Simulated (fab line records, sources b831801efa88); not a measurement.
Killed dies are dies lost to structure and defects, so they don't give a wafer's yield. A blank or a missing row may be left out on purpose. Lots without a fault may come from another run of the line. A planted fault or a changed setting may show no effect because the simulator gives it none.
One fault seen from 2 desks | flow gf180mcu | each desk has only its own numbers; what lay behind them comes last

THE METROLOGY DESK
What the gauges read, lot by lot, whatever tool the lot ran on: means of the sampled wafers that have a number. A lot is out of limits, marked OUT, if its mean lies more than 4 standard deviations from the usual mean; the brackets give that distance.
Columns: A = INCOMING_BOW at GF_STI_BOW_MEAS_00, usual 0 um; B = cd_nm at GF_STI_CD_MEAS_12, usual 219.8 nm; C = MVPSD_TW at GF_MVPSD_TW_MEAS_11, usual 554; D = MVSD_RS at GF_VT_IMPLANT_RS_MEAS_46, usual 457.4 ohm/sq; E = MVPSD_RS at GF_VT_IMPLANT_RS_MEAS_49, usual 1170.3 ohm/sq
lot  | first seen here | A  | B     | C              | D     | E
L134 | day 1 15:01     | -1 | 219.8 | 559            | 456.6 | 1171.3
L135 | day 1 20:01     | -1 | 220.2 | 552            | 457.4 | 1170.3
L137 | day 2 06:01     | -0 | 220.6 | 550            | 457.1 | 1169.2
L138 | day 2 11:01     | -3 | 219.8 | 550            | 458.8 | 1172.3
L139 | day 2 16:00     | -8 | 218.7 | 559            | 456.8 | 1167.7
L140 | day 2 21:00     | -6 | 221.7 | 546            | 457.8 | 1175.0
L141 | day 3 02:02     | 5  | 220.7 | 560            | 459.6 | 1171.4
L145 | day 3 22:01     | 1  | 217.9 | 553            | 456.2 | 1167.6
L147 | day 4 08:01     | 3  | 220.4 | 550            | 457.6 | 1172.8
L148 | day 4 13:00     | -3 | 219.5 | 591 (+7.7) OUT | 456.9 | 1040.2 (-45) OUT
L149 | day 4 18:00     | -7 | 221.0 | 584 (+6.2) OUT | 455.9 | 1040.0 (-45) OUT
L152 | day 5 09:01     | -2 | 221.4 | 549            | 457.3 | 1168.9
L156 | day 6 05:00     | 4  | 220.5 | 559            | 457.0 | 1171.9
This desk's finding: out of limits on L148, L149; first on L148, day 8 13:29 (MVPSD_TW at GF_MVPSD_TW_MEAS_11). In limits: L134, L135, L137, L138, L139, L140, L141, L145, L147, L152, L156.

THE TOOL OWNER'S DESK: implanter-03
The tool's own readings at GF_MVPSD_IMPLANT_08: means of the sampled wafers that have a number, for each lot that ran on this tool. A lot is out of limits, marked OUT, if its mean lies more than 4 standard deviations from the usual mean; the brackets give that distance.
Columns: A = beam_on_s at GF_MVPSD_IMPLANT_08, usual 10.01 s; B = dose_ions_cm2 at GF_MVPSD_IMPLANT_08, usual 1.4999e+13; C = faraday_current_uA at GF_MVPSD_IMPLANT_08, usual 84.5
lot  | first seen here | A     | B                            | C
L135 | day 5 13:25     | 10.14 | 1.5000e+13                   | 83.6
L139 | day 6 11:10     | 9.94  | 1.4989e+13                   | 85.0
L140 | day 6 17:17     | 9.79  | 1.4999e+13                   | 86.4
L145 | day 7 21:44     | 9.87  | 1.4993e+13                   | 85.6
L148 | day 8 13:05     | 9.89  | 1.8902e+13 (+99 or more) OUT | 107.5 (+14) OUT
L149 | day 8 20:01     | 9.88  | 1.8921e+13 (+99 or more) OUT | 107.9 (+15) OUT
This desk's finding: out of limits on L148, L149; first on L148, day 8 13:05 (dose_ions_cm2 at GF_MVPSD_IMPLANT_08). In limits: L135, L139, L140, L145.

PUT TOGETHER
The tool owner's desk could have raised an alarm at day 8 13:05, on L148, L149.
The metrology desk could have raised an alarm at day 8 13:29, on L148, L149.
Of the lots named, all ran GF_MVPSD_IMPLANT_08 on implanter-03.

WHAT THE SIMULATOR HAD PUT IN
Process parameter drift: implanter-03, from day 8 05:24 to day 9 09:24, at GF_MVPSD_IMPLANT_08. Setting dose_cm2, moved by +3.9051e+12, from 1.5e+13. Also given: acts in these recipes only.
Lots struck among those shown: L148, L149.
Hours from the fault's start to each desk's first reading out of limits: the tool owner's desk, 8; the metrology desk, 8.
